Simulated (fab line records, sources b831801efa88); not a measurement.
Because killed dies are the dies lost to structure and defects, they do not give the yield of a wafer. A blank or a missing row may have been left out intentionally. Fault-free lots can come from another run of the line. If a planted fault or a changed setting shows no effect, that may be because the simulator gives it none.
fab line records + flow sky130
[record]
- lots = 6
- wafers = 18
- last-day = 50
route steps=708 shown METAL2@495 VIA2@507 PAD_OPEN@708
lots that met no fault: taken from a fault-free run of the same line
start-h: hours from the record's opening day to when the first of the lot's shown wafers began + wait-h: time in hours since the lot's previous step + " same as the row above + L1.1+2: several wafers, shown together as one row + - no value, or no start given + * or withheld: withheld + < > ~ a bound
route shown NAME@n: names a module that has steps shown in the file, with the first one's number in the route + usual: mean and standard deviation over wafers with no fault + same: alike in all rows + chamber/n: place in a boat + sites: each site's reading + _std_site: standard deviation of those values + _edge_site: outer sites' mean less inner sites' + radius-mm: how far each site lies from the wafer's centre + mask NAME#n: copy n + behind: the last tool/chamber to shape the wafer + hold: what put the lot on hold/how long, in hours/how the hold closed + device: the n, p or np transistor that did not switch + end of line: the tests these same wafers got at the end of their route + a step with no rows: only its recipe + killed: count of dies lost to structure and defects at first sort (not the wafer's yield) + map: dies across one wafer; x = killed, . = not, _ = none there
set.NAME: the setting the step ran with; set.NAME@STEP: the setting that earlier step ran with + model.NAME: the simulator's own value behind a step, which no gauge read
a table for each step, a row for each wafer; lots at some steps of the route
services: a tool's chamber out of use, with start hour (start-h, from the record's first day; less than 0 if before it), hours out, and reason
[[steps]]
[step SKY_METAL2_EXPOSE_12]
[recipe]
- mask-id = MM2
- na = 0.8
- source-shape = annular
- sigma-inner = 0.55
- sigma-outer = 0.85
- target-cd-nm = 140
- dose-mj = 28
[step SKY_METAL2_PEB_13]
[recipe]
- peb-temp-c = withheld
- peb-time-s = withheld
- resist = KrF-thick
[step SKY_METAL2_DEVELOP_14]
[recipe]
- develop-time-s = 60
- resist = KrF-thick
- dev-temp-c = 21
[step SKY_METAL2_CD_MEAS_15]
[recipe]
- target-cd-nm = 140
[usual]
- cd-nm = 140.0/1.6
| lot.wafer | tool      | chamber | start-h | wait-h | cd-nm |
|-----------|-----------|---------|---------|--------|-------|
| L214.1    | cd-sem-01 | -       | 821.17  | -      | 139.1 |
| L214.2    | "         | -       | "       | "      | 140.5 |
| L214.3    | "         | -       | "       | "      | 141.9 |
| L218.1    | cd-sem-01 | -       | 858.54  | -      | 140.7 |
| L218.2    | "         | -       | "       | "      | 142.0 |
| L218.5    | "         | -       | "       | "      | 141.1 |
| L221.1    | cd-sem-02 | -       | 879.71  | -      | 139.0 |
| L221.2    | "         | -       | "       | "      | 138.0 |
| L221.3    | "         | -       | "       | "      | 136.6 |
| L227.1    | cd-sem-02 | -       | 931.76  | -      | 139.8 |
| L227.3    | "         | -       | "       | "      | 139.3 |
| L227.5    | "         | -       | "       | "      | 138.6 |
| L228.1    | cd-sem-02 | -       | 941.41  | -      | 138.5 |
| L228.4    | "         | -       | "       | "      | 138.8 |
| L228.6    | "         | -       | "       | "      | 139.9 |
| L236.1    | cd-sem-02 | -       | 1000.46 | -      | 142.1 |
| L236.3    | "         | -       | "       | "      | 142.1 |
| L236.6    | "         | -       | "       | "      | 141.2 |
[step SKY_METAL2_OVL_MEAS_16]
[usual]
- METAL2_OVL = -1/6.7
| lot.wafer | tool       | chamber | start-h | wait-h | METAL2_OVL[nm] |
|-----------|------------|---------|---------|--------|----------------|
| L214.1    | overlay-01 | -       | 821.29  | 0.1    | -6             |
| L214.2    | "          | -       | "       | "      | -3             |
| L214.3    | "          | -       | "       | "      | 2              |
| L218.1    | overlay-01 | -       | 858.66  | 0.1    | 15             |
| L218.2    | "          | -       | "       | "      | 13             |
| L218.5    | "          | -       | "       | "      | 5              |
| L221.1    | overlay-01 | -       | 879.83  | 0.1    | 3              |
| L221.2    | "          | -       | "       | "      | 4              |
| L221.3    | "          | -       | "       | "      | 4              |
| L227.1    | overlay-01 | -       | 931.88  | 0.1    | -11            |
| L227.3    | "          | -       | "       | "      | -9             |
| L227.5    | "          | -       | "       | "      | -11            |
| L228.1    | overlay-02 | -       | 941.53  | 0.1    | -10            |
| L228.4    | "          | -       | "       | "      | -2             |
| L228.6    | "          | -       | "       | "      | -4             |
| L236.1    | overlay-01 | -       | 1000.58 | 0.1    | 3              |
| L236.3    | "          | -       | "       | "      | -2             |
| L236.6    | "          | -       | "       | "      | -5             |
[step SKY_METAL2_DESCUM_17]
[recipe]
- chemistry = O2
- source-power-w = 150
- bias-power-w = 0
- pressure-mtorr = 10
- temp-c = 40
- time-s = 8
[usual]
- drypump-motor-current-A = 5.8/0.58
- oes-product-au = 1.001/0.0078
| lot.wafer | tool         | chamber | start-h | wait-h | drypump-motor-current-A | oes-product-au | rf-hours-counter-h |
|-----------|--------------|---------|---------|--------|-------------------------|----------------|--------------------|
| L214.1    | rie-metal-01 | 1       | 821.33  | 0.0    | 6.4                     | 1.009          | 6                  |
| L214.2    | "            | 0       | "       | "      | 6.4                     | 1.004          | 13                 |
| L214.3    | "            | 1       | "       | "      | 6.4                     | 1.002          | -                  |
| L218.1    | rie-metal-03 | 1       | 858.70  | 0.0    | 5.9                     | 0.998          | 5                  |
| L218.2    | "            | 0       | "       | "      | 6.2                     | 1.000          | 3                  |
| L218.5    | "            | 0       | "       | "      | 6.2                     | 0.991          | -                  |
| L221.1    | rie-metal-03 | 1       | 879.87  | 0.0    | 5.9                     | 0.997          | 6                  |
| L221.2    | "            | 0       | "       | "      | 6.2                     | 0.999          | 4                  |
| L221.3    | "            | 0       | "       | "      | 6.2                     | 0.996          | -                  |
| L227.1    | rie-metal-02 | 1       | 931.92  | 0.0    | 5.0                     | 1.013          | 10                 |
| L227.3    | "            | 1       | "       | "      | 5.0                     | 1.019          | -                  |
| L227.5    | "            | 1       | "       | "      | 5.0                     | 1.014          | -                  |
| L228.1    | rie-metal-02 | 1       | 941.57  | 0.0    | 5.1                     | 1.013          | 11                 |
| L228.4    | "            | 0       | "       | "      | 5.2                     | 0.988          | -                  |
| L228.6    | "            | 0       | "       | "      | 5.2                     | 0.992          | -                  |
| L236.1    | rie-metal-02 | 1       | 1000.62 | 0.0    | 5.0                     | 1.008          | 13                 |
| L236.3    | "            | 0       | "       | "      | 5.2                     | 0.991          | -                  |
| L236.6    | "            | 0       | "       | "      | 5.2                     | 0.991          | -                  |
[step SKY_METAL2_ETCH_18]
[recipe]
- chemistry = N2/H2
- target = BARC
- ion-energy-ev = 200
- bias-w = 100
- pressure-mtorr = 30
- n2-flow-sccm = 100
- h2-flow-sccm = 200
- icp-w = 500
- stop-on = SiO2
- time-s = 45.9
- target-depth-a = 600
[usual]
- drypump-motor-current-A = 5.8/0.58
- oes-product-au = 0.854/0.0049
- throttle-valve-pct = 13.225/0.0087
| lot.wafer | tool         | chamber | start-h | wait-h | drypump-motor-current-A | oes-product-au | rf-hours-counter-h | throttle-valve-pct |
|-----------|--------------|---------|---------|--------|-------------------------|----------------|--------------------|--------------------|
| L214.1    | rie-metal-01 | 1       | 821.36  | 0.0    | 6.4                     | 0.858          | 6                  | 13.237             |
| L214.2    | "            | 0       | "       | "      | 6.4                     | 0.855          | 13                 | 13.224             |
| L214.3    | "            | 1       | "       | "      | 6.5                     | 0.853          | -                  | 13.226             |
| L218.1    | rie-metal-03 | 1       | 858.73  | 0.0    | 5.9                     | 0.850          | 5                  | 13.211             |
| L218.2    | "            | 0       | "       | "      | 6.2                     | 0.853          | 3                  | 13.223             |
| L218.5    | "            | 0       | "       | "      | 6.2                     | 0.856          | -                  | 13.231             |
| L221.1    | rie-metal-03 | 1       | 879.90  | 0.0    | 5.9                     | 0.850          | 6                  | 13.225             |
| L221.2    | "            | 0       | "       | "      | 6.2                     | 0.847          | 4                  | 13.227             |
| L221.3    | "            | 0       | "       | "      | 6.2                     | 0.860          | -                  | 13.224             |
| L227.1    | rie-metal-02 | 1       | 931.96  | 0.0    | 5.0                     | 0.852          | 10                 | 13.226             |
| L227.3    | "            | 1       | "       | "      | 5.0                     | 0.851          | -                  | 13.221             |
| L227.5    | "            | 1       | "       | "      | 5.0                     | 0.851          | -                  | 13.211             |
| L228.1    | rie-metal-02 | 1       | 941.61  | 0.0    | 5.0                     | 0.854          | 11                 | 13.229             |
| L228.4    | "            | 0       | "       | "      | 5.2                     | 0.856          | -                  | 13.227             |
| L228.6    | "            | 0       | "       | "      | 5.2                     | 0.855          | -                  | 13.225             |
| L236.1    | rie-metal-02 | 1       | 1000.65 | 0.0    | 5.1                     | 0.868          | 13                 | 13.245             |
| L236.3    | "            | 0       | "       | "      | 5.2                     | 0.842          | -                  | 13.227             |
| L236.6    | "            | 0       | "       | "      | 5.2                     | 0.858          | -                  | 13.219             |
[step SKY_METAL2_METAL_ETCH_19]
[recipe]
- target-depth-a = 3600
- stop-on = SiO2
- over-etch-frac = 0.3
- time-s = 78
- chemistry = Cl2/BCl3
- resist-sidewall-deg = 88
- pressure-mtorr = 10
- icp-w = 900
- bias-w = 48.5
- Cl2_flow_sccm = 60
- bcl3-flow-sccm = 30
[usual]
- drypump-motor-current-A = 5.8/0.58
- oes-product-au = 0.855/0.0051
- throttle-valve-pct = 22.264/0.009
| lot.wafer | tool         | chamber | start-h | wait-h | drypump-motor-current-A | oes-product-au | rf-hours-counter-h | throttle-valve-pct |
|-----------|--------------|---------|---------|--------|-------------------------|----------------|--------------------|--------------------|
| L214.1    | rie-metal-01 | 1       | 821.42  | 0.0    | 6.4                     | 0.851          | 6                  | 22.276             |
| L214.2    | "            | 0       | "       | "      | 6.4                     | 0.853          | 13                 | 22.272             |
| L214.3    | "            | 1       | "       | "      | 6.4                     | 0.857          | -                  | 22.266             |
| L218.1    | rie-metal-03 | 1       | 858.79  | 0.0    | 5.9                     | 0.858          | 5                  | 22.268             |
| L218.2    | "            | 0       | "       | "      | 6.2                     | 0.851          | 3                  | 22.280             |
| L218.5    | "            | 0       | "       | "      | 6.1                     | 0.847          | -                  | 22.260             |
| L221.1    | rie-metal-03 | 1       | 879.96  | 0.0    | 5.9                     | 0.850          | 6                  | 22.262             |
| L221.2    | "            | 0       | "       | "      | 6.1                     | 0.858          | 4                  | 22.270             |
| L221.3    | "            | 0       | "       | "      | 6.2                     | 0.861          | -                  | 22.260             |
| L227.1    | rie-metal-02 | 1       | 932.04  | 0.1    | 5.1                     | 0.852          | 10                 | 22.277             |
| L227.3    | "            | 1       | "       | "      | 5.0                     | 0.845          | -                  | 22.268             |
| L227.5    | "            | 1       | "       | "      | 5.0                     | 0.857          | -                  | 22.270             |
| L228.1    | rie-metal-02 | 1       | 941.69  | 0.1    | 5.0                     | 0.853          | 11                 | 22.269             |
| L228.4    | "            | 0       | "       | "      | 5.2                     | 0.858          | -                  | 22.267             |
| L228.6    | "            | 0       | "       | "      | 5.2                     | 0.858          | -                  | 22.261             |
| L236.1    | rie-metal-02 | 1       | 1000.71 | 0.0    | 5.0                     | 0.847          | 13                 | 22.265             |
| L236.3    | "            | 0       | "       | "      | 5.2                     | 0.849          | -                  | 22.260             |
| L236.6    | "            | 0       | "       | "      | 5.2                     | 0.856          | -                  | 22.263             |
[step SKY_METAL2_STRIP_20]
[recipe]
- chemistry = O2/N2
- power-w = 1400
- pressure-mtorr = 1500
- platen-temp-c = withheld
- o2-flow-sccm = 3000
- n2-flow-sccm = 300
- overash-fraction = 0.5
[usual]
- drypump-motor-current-A = 5.7/0.3
- oes-product-au = 0.343/0.0052
- strip-time-to-endpoint-s = 2.69/0.035
| lot.wafer | tool            | chamber | start-h | wait-h | drypump-motor-current-A | oes-product-au | rf-hours-counter-h | strip-time-to-endpoint-s |
|-----------|-----------------|---------|---------|--------|-------------------------|----------------|--------------------|--------------------------|
| L214.1    | plasma-asher-02 | 0       | 821.51  | 0.1    | 5.2                     | 0.347          | 10                 | 2.71                     |
| L214.2    | "               | 1       | "       | "      | 6.1                     | 0.338          | 10                 | 2.72                     |
| L214.3    | "               | 0       | "       | "      | 5.2                     | 0.335          | -                  | 2.73                     |
| L218.1    | plasma-asher-02 | 0       | 858.88  | 0.1    | 5.2                     | 0.353          | 13                 | 2.68                     |
| L218.2    | "               | 1       | "       | "      | 6.1                     | 0.342          | 13                 | 2.68                     |
| L218.5    | "               | 0       | "       | "      | 5.2                     | 0.346          | -                  | 2.70                     |
| L221.1    | plasma-asher-03 | 0       | 880.05  | 0.1    | 5.7                     | 0.344          | 99                 | 2.69                     |
| L221.2    | "               | 1       | "       | "      | 5.7                     | 0.345          | 99                 | 2.70                     |
| L221.3    | "               | 0       | "       | "      | 5.6                     | 0.340          | -                  | 2.68                     |
| L227.1    | plasma-asher-02 | 1       | 932.16  | 0.1    | 6.1                     | 0.340          | 21                 | 2.67                     |
| L227.3    | "               | 0       | "       | "      | 5.2                     | 0.348          | -                  | 2.68                     |
| L227.5    | "               | 1       | "       | "      | 6.1                     | 0.340          | -                  | 2.67                     |
| L228.1    | plasma-asher-03 | 1       | 941.81  | 0.1    | 5.7                     | 0.337          | 105                | 2.64                     |
| L228.4    | "               | 0       | "       | "      | 5.7                     | 0.356          | -                  | 2.76                     |
| L228.6    | "               | 1       | "       | "      | 5.7                     | 0.354          | -                  | 2.74                     |
| L236.1    | plasma-asher-02 | 0       | 1000.80 | 0.1    | 5.3                     | 0.342          | 28                 | 2.63                     |
| L236.3    | "               | 0       | "       | "      | 5.3                     | 0.350          | -                  | 2.72                     |
| L236.6    | "               | 0       | "       | "      | 5.3                     | 0.338          | -                  | 2.70                     |
[step SKY_METAL2_STRIP_21]
[recipe]
- chemistry = post-etch-residue-remover
- time-s = 1200
- temp-c = 72.5
[step SKY_METAL2_CLEAN_22]
[recipe]
- chemistry = IPA
- time-s = 180
- temp-c = 25
[step SKY_METAL2_CLEAN_23]
[recipe]
- chemistry = O3/DIW
- dry = n2-spin
[step SKY_VIA2_HDPCVD_00]
[recipe]
- material = SiO2
- target-thk-nm = 1180
- sigma-open-frac = 0.3
- time-s = 196.7
- temp-c = 400
- sih4-flow-sccm = 60
- pressure-mtorr = 6
[usual]
- run-length-s = 225.1/0.46
- sih4-flow-sccm = 60.00/0.17
| lot.wafer | tool      | chamber | start-h | wait-h | run-length-s | sih4-flow-sccm | model.SiO2_of_VIA2_HDPCVD_00.thk-nm |
|-----------|-----------|---------|---------|--------|--------------|----------------|-------------------------------------|
| L214.1    | hdpcvd-01 | 0       | 822.19  | 0.0    | 225.1        | 59.90          | 1184                                |
| L214.2    | "         | 2       | "       | "      | 225.7        | 59.86          | 1166                                |
| L214.3    | "         | 1       | "       | "      | 224.6        | 60.02          | 1183                                |
| L218.1    | hdpcvd-01 | 1       | 859.47  | 0.0    | 224.3        | 59.80          | 1179                                |
| L218.2    | "         | 2       | "       | "      | 225.7        | 60.03          | 1169                                |
| L218.5    | "         | 2       | "       | "      | 225.2        | 59.99          | 1169                                |
| L221.1    | hdpcvd-02 | 0       | 880.64  | 0.0    | 224.5        | 59.89          | 1170                                |
| L221.2    | "         | 1       | "       | "      | 225.3        | 60.19          | 1183                                |
| L221.3    | "         | 2       | "       | "      | 224.8        | 59.82          | 1172                                |
| L227.1    | hdpcvd-02 | 2       | 932.80  | 0.0    | 215.6        | 59.79          | 1130                                |
| L227.3    | "         | 0       | "       | "      | 224.4        | 59.77          | 1187                                |
| L227.5    | "         | 0       | "       | "      | 224.6        | 60.09          | 1185                                |
| L228.1    | hdpcvd-02 | 2       | 942.42  | 0.0    | 215.7        | 60.13          | 1141                                |
| L228.4    | "         | 2       | "       | "      | 216.1        | 59.81          | 1138                                |
| L228.6    | "         | 1       | "       | "      | 224.9        | 59.96          | 1194                                |
| L236.1    | hdpcvd-01 | 0       | 1001.48 | 0.0    | 225.8        | 59.94          | 1178                                |
| L236.3    | "         | 2       | "       | "      | 225.9        | 60.08          | 1186                                |
| L236.6    | "         | 2       | "       | "      | 225.7        | 59.95          | 1195                                |
[step SKY_VIA2_THK_MEAS_01]
[recipe]
- reads = SiO2_of_VIA2_HDPCVD_00
[usual]
- VIA2_HDPCVD_THK = 1185/9.3
| lot.wafer | tool          | chamber | start-h | wait-h | hold                     | VIA2_HDPCVD_THK[nm] |
|-----------|---------------|---------|---------|--------|--------------------------|---------------------|
| L214.1    | film-metro-01 | -       | 822.32  | 0.1    | -                        | 1185                |
| L214.2    | "             | -       | "       | "      | -                        | 1167                |
| L214.3    | "             | -       | "       | "      | -                        | 1183                |
| L218.1    | film-metro-03 | -       | 859.60  | 0.1    | -                        | 1178                |
| L218.2    | "             | -       | "       | "      | -                        | 1170                |
| L218.5    | "             | -       | "       | "      | -                        | 1169                |
| L221.1    | film-metro-02 | -       | 880.77  | 0.1    | -                        | 1170                |
| L221.2    | "             | -       | "       | "      | -                        | 1182                |
| L221.3    | "             | -       | "       | "      | -                        | 1172                |
| L227.1    | film-metro-01 | -       | 932.93  | 0.1    | await-dispo/0.2h/release | 1130                |
| L227.3    | "             | -       | "       | "      | await-dispo/0.2h/release | 1187                |
| L227.5    | "             | -       | "       | "      | await-dispo/0.2h/release | 1185                |
| L227.1    | film-metro-01 | -       | 933.15  | 0.2    | -                        | 1130                |
| L227.3    | "             | -       | "       | "      | -                        | 1187                |
| L227.5    | "             | -       | "       | "      | -                        | 1184                |
| L228.1    | film-metro-03 | -       | 942.54  | 0.1    | await-dispo/0.2h/release | 1141                |
| L228.4    | "             | -       | "       | "      | await-dispo/0.2h/release | 1138                |
| L228.6    | "             | -       | "       | "      | await-dispo/0.2h/release | 1194                |
| L228.1    | film-metro-03 | -       | 942.77  | 0.2    | -                        | 1141                |
| L228.4    | "             | -       | "       | "      | -                        | 1138                |
| L228.6    | "             | -       | "       | "      | -                        | 1195                |
| L236.1    | film-metro-02 | -       | 1001.60 | 0.1    | -                        | 1178                |
| L236.3    | "             | -       | "       | "      | -                        | 1186                |
| L236.6    | "             | -       | "       | "      | -                        | 1195                |
[step SKY_VIA2_CMP_02]
[recipe]
- material = SiO2
- down-force-psi = 4
- platen-rpm = 60
- pad-velocity-m-s = 0.94248
[usual]
- motor-current-A = 11.8/1.1
- slurry-filter-dp-kPa = 13.50/0.15
| lot.wafer | tool   | chamber | start-h | wait-h | hold                     | motor-current-A | slurry-filter-dp-kPa |
|-----------|--------|---------|---------|--------|--------------------------|-----------------|----------------------|
| L214.3    | cmp-02 | 3       | 822.38  | 0.0    | -                        | 10.2            | 13.48                |
| L214.1    | "      | 0       | "       | "      | -                        | 13.3            | 13.47                |
| L214.2    | "      | 2       | "       | "      | -                        | 12.9            | 13.22                |
| L218.2    | cmp-02 | 1       | 859.66  | 0.0    | -                        | 12.7            | 13.41                |
| L218.1    | "      | 0       | "       | "      | -                        | 13.0            | 13.34                |
| L218.5    | "      | 1       | "       | "      | -                        | 12.5            | 13.30                |
| L221.2    | cmp-02 | 2       | 880.83  | 0.0    | -                        | 12.5            | 13.51                |
| L221.1    | "      | 0       | "       | "      | -                        | 13.4            | 13.26                |
| L221.3    | "      | 1       | "       | "      | -                        | 12.3            | 13.55                |
| L227.1    | cmp-02 | 3       | 935.90  | 2.7    | await-dispo/2.7h/release | 9.8             | 13.50                |
| L227.3    | "      | 1       | "       | "      | await-dispo/2.7h/release | 13.5            | 13.42                |
| L227.5    | "      | 3       | "       | "      | await-dispo/2.7h/release | 10.1            | 13.44                |
| L228.1    | cmp-02 | 3       | 945.55  | 2.8    | await-dispo/2.7h/release | 10.1            | 13.42                |
| L228.4    | "      | 1       | "       | "      | await-dispo/2.7h/release | 13.0            | 13.72                |
| L228.6    | "      | 3       | "       | "      | await-dispo/2.7h/release | 9.8             | 13.70                |
| L236.1    | cmp-02 | 2       | 1001.66 | 0.1    | -                        | 11.6            | 13.38                |
| L236.3    | "      | 3       | "       | "      | -                        | 10.5            | 13.60                |
| L236.6    | "      | 3       | "       | "      | -                        | 9.9             | 13.45                |
[step SKY_PAD_OPEN_PROBE_99]
[usual]
- defect-limited-yield = 82.6/2.1
- killed_at_M0_to_M3 = 44/7.5
- killed_at_M4_up = 3.1/1.7
- killed-at-contacts = 24/6.2
- killed-at-front-end = 15/4.2
- killed-at-other = 0.4/0.58
- killed-dies = 85/10
- killed-open = 47/7.7
- killed-short = 38/6.4
- sort_bin_3_pad_short = 0.8/0.41
- sort_bin_5_function = 10.3/1.7
- sort_bin_6_memory = 6.2/1.1
- sort-n-pass = 407/10
- sort-yield-pct = 82.6/2.1
[same]
- gross-dies = 492
- killed-at-back-side = 0
- sort_bin_4_leakage[%] = 0
- sort_bin_8_speed[%] = 0
| lot.wafer | tool      | chamber | start-h | wait-h | defect-limited-yield[%] | killed_at_M0_to_M3 | killed_at_M4_up | killed-at-contacts | killed-at-front-end | killed-at-other | killed-dies | killed-open | killed-short | sort_bin_3_pad_short[%] | sort_bin_5_function[%] | sort_bin_6_memory[%] | sort-n-pass | sort-yield-pct[%] |
|-----------|-----------|---------|---------|--------|-------------------------|--------------------|-----------------|--------------------|---------------------|-----------------|-------------|-------------|--------------|-------------------------|------------------------|----------------------|-------------|-------------------|
| L214.1    | prober-02 | -       | 1073.46 | 0.1    | 81.3                    | 42                 | 1               | 32                 | 17                  | 0               | 92          | 59          | 32           | 0.4                     | 11.6                   | 6.7                  | 400         | 81.3              |
| L214.2    | prober-02 | -       | 1073.51 | 0.1    | 83.1                    | 47                 | 0               | 26                 | 9                   | 1               | 83          | 45          | 38           | 1.4                     | 9.6                    | 5.9                  | 409         | 83.1              |
| L214.3    | prober-02 | -       | 1073.56 | 0.2    | 83.5                    | 44                 | 3               | 21                 | 13                  | 0               | 81          | 41          | 40           | 1.4                     | 10.0                   | 5.1                  | 411         | 83.5              |
// killed by level:class
L214.1 VIA1:geometric-particle:open=17 CONTACT:geometric-particle:open=12 CONTACT:geometric-particle:short=10 VIA3:geometric-particle:open=7 POLY_GATE:geometric-particle:open=5 LI_CONTACT:geometric-particle:open=5 POLY_GATE:geometric-particle:short=4 LOCAL_INTERCONNECT:geometric-particle:short=4
L214.2 VIA1:geometric-particle:open=10 CONTACT:geometric-particle:short=8 METAL2:geometric-particle:short=7 METAL1:geometric-particle:short=7 CONTACT:geometric-particle:open=6 VIA2:geometric-particle:open=6 VIA3:geometric-particle:open=6 LOCAL_INTERCONNECT:geometric-particle:open=5
L214.3 METAL2:geometric-particle:short=8 VIA1:geometric-particle:open=7 VIA2:geometric-particle:open=7 CONTACT:geometric-particle:short=6 VIA3:geometric-particle:open=6 LI_CONTACT:geometric-particle:open=5 METAL1:geometric-particle:short=5 LOCAL_INTERCONNECT:geometric-particle:short=5
[[services]]
| tool            | chamber | start-h | hours | kind                           |
|-----------------|---------|---------|-------|--------------------------------|
| hdpcvd-02       | -       | 809.94  | 2.8   | pm                             |
| plasma-asher-03 | -       | 817.75  | 1.3   | repair                         |
| hdpcvd-01       | 2       | 836.11  | 6.0   | repair                         |
| cmp-02          | -       | 844.74  | 3.4   | pm                             |
| rie-metal-02    | -       | 849.35  | 0.2   | repair                         |
| cmp-02          | -       | 852.67  | 2.3   | repair                         |
| cmp-02          | -       | 861.98  | 1.3   | repair                         |
| rie-metal-02    | 0       | 892.33  | 1.4   | repair                         |
| rie-metal-01    | -       | 902.07  | 1.4   | pm                             |
| rie-metal-03    | 1       | 909.49  | 4.4   | repair                         |
| hdpcvd-02       | 1       | 910.16  | 8.0   | repair                         |
| cmp-02          | -       | 912.14  | 4.0   | pm                             |
| cmp-02          | -       | 916.14  | -     | consumable-replace:conditioner |
| cmp-02          | -       | 916.14  | -     | consumable-replace:pad         |
| hdpcvd-02       | -       | 950.25  | 15.0  | pm                             |
| hdpcvd-02       | 0       | 950.25  | 15.0  | vent-cycle                     |
| hdpcvd-02       | 1       | 950.25  | 15.0  | vent-cycle                     |
| hdpcvd-02       | 2       | 950.25  | 15.0  | vent-cycle                     |
| hdpcvd-02       | 0       | 965.25  | -     | clean                          |
| hdpcvd-02       | 1       | 965.25  | -     | clean                          |
| hdpcvd-02       | 2       | 965.25  | -     | clean                          |
| hdpcvd-02       | -       | 971.49  | 0.5   | repair                         |
| cmp-02          | -       | 973.11  | 12.0  | pm                             |
[[key]]
[first-sign]
- step = SKY_VIA2_HDPCVD_00
- reading = run-length-s
- direction = down
- sigmas = 20
- usual = *
- struck = *
[effect]
- step = SKY_VIA2_THK_MEAS_01
- reading = visit
- direction = added
[effect]
- step = SKY_VIA2_THK_MEAS_01
- reading = VIA2_HDPCVD_THK
- direction = down
- sigmas = 5.2
- usual = 1185
- struck = 1137
[model-effect]
- step = SKY_VIA2_HDPCVD_00
- value = SiO2_of_VIA2_HDPCVD_00.thk-nm
- without = 1191
- struck = 1136
met-at SKY_VIA2_HDPCVD_00
struck-wafers L227.1,L228.1,L228.4
onset-between 880.64 932.80
[fault]
- kind = process-parameter-drift
- tool = hdpcvd-02
- chamber = 2
- onset-h = 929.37
- steps = SKY_VIA2_HDPCVD_00
- channel = time-s
- offset = *
- shape = step
- end-h = 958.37
- acts-in = *
- stated = *
